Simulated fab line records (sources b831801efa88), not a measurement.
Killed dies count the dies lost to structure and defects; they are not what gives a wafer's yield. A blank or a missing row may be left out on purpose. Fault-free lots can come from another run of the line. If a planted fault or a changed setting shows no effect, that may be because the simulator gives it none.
Matching of chambers	flow sky130	SKY_PASSIVATION_CVD_02 on pecvd-01: 3 sister chambers
The step deposits Si3N4, target thk 540 nm. 6 wafers are shown with their chamber, then 10 later ones without.

## WAFERS PAIRED WITH THEIR CHAMBERS
wafer	chamber	heater power w (W)	heater power outer w (W)
L083.4	1	978	613
L083.6	0	871	563
L086.1	0	870	566
L086.6	2	686	457
L087.1	1	856	531
L087.2	2	684	445

## WAFERS MISSING THEIR CHAMBER
wafer	heater power w (W)	heater power outer w (W)
L087.4	894	546
L088.4	902	593
L088.5	553	358
L088.6	928	559
L089.1	867	515
L089.3	894	570
L089.6	925	592
L091.3	908	590
L091.4	603	389
L091.5	915	603

## WHICH CHAMBER EACH WENT THROUGH
wafer	from the rows above	in truth
L087.4	can't be placed: 0 or 1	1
L088.4	can't be placed: 1 or 0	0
L088.5	2	2
L088.6	can't be placed: 1 or 0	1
L089.1	can't be placed: 0 or 1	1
L089.3	can't be placed: 1 or 0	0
L089.6	can't be placed: 1 or 0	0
L091.3	can't be placed: 1 or 0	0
L091.4	2	2
L091.5	can't be placed: 1 or 0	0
Placed correctly: 2 of 10. Cannot be placed on the basis of these rows: 8; the candidates contain the true chamber in 8. Number placed wrongly: 0.
How it was worked out, from the rows above alone: a wafer's distance from a chamber is the root of the sum, over the readings, of the square of ((its reading less the chamber's mean) divided by the reading's scatter). If the next closest chamber is less than 2 further off than the closest, the wafer can't be placed; otherwise it belongs to the closest. For every chamber, the mean is computed from those of its wafers that are shown. The scatter is the square root of a quotient: the sum, over the shown wafers, of each reading's squared deviation from its chamber's mean, divided by wafers minus chambers.
